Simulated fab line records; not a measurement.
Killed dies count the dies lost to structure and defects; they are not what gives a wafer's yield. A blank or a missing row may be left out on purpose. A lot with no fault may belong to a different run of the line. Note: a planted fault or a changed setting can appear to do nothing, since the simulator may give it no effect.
Chamber matching ; flow sky130 ; 4 sister chambers for SKY_VIA1_ETCH_15 on rie_diel-03
The step etches SiO2 in C4F8/O2/Ar, stops on TiN, target depth 351 nm, time 54 s. 4 wafers are shown with their chamber, then 10 later ones without.

== EACH WAFER AND ITS CHAMBER ==
wafer;chamber;rf_fwd_power_W (W)
L082.2;2;1487
L084.2;3;1478
L088.1;1;1486
L088.3;0;1485

== WAFERS WHOSE CHAMBER IS MISSING ==
wafer;rf_fwd_power_W (W)
L088.5;1481
L090.1;1486
L090.4;1477
L090.6;1474
L095.1;1489
L095.2;1479
L095.4;1498
L097.2;1486
L097.3;1483
L097.6;1477

== CHAMBER TAKEN BY EACH ==
wafer;from the rows above;in truth
L088.5;can't be placed: 3 or 0 or 1 or 2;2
L090.1;can't be placed: 1 or 0 or 2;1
L090.4;can't be placed: 3 or 0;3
L090.6;can't be placed: 3 or 0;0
L095.1;can't be placed: 2 or 1 or 0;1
L095.2;can't be placed: 3 or 0 or 1 or 2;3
L095.4;can't be placed: 2 or 1 or 0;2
L097.2;can't be placed: 1 or 0 or 2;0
L097.3;can't be placed: 0 or 1 or 2 or 3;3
L097.6;can't be placed: 3 or 0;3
Placed correctly: 0 of 10. From these rows, 10 cannot be placed; in 10 the true chamber is one of the candidates. 0 placed wrongly.
How it was worked out, from the rows above alone: a wafer's distance from a chamber is the root of the sum, over the readings, of the square of ((its reading less the chamber's mean) divided by the reading's scatter). If the next closest chamber is less than 2 further off than the closest, the wafer can't be placed; otherwise it belongs to the closest. For every chamber, the mean is computed from those of its wafers that are shown. The scatter: root of mean squared gap, hidden wafer to nearest shown wafer, with one shown wafer a chamber.
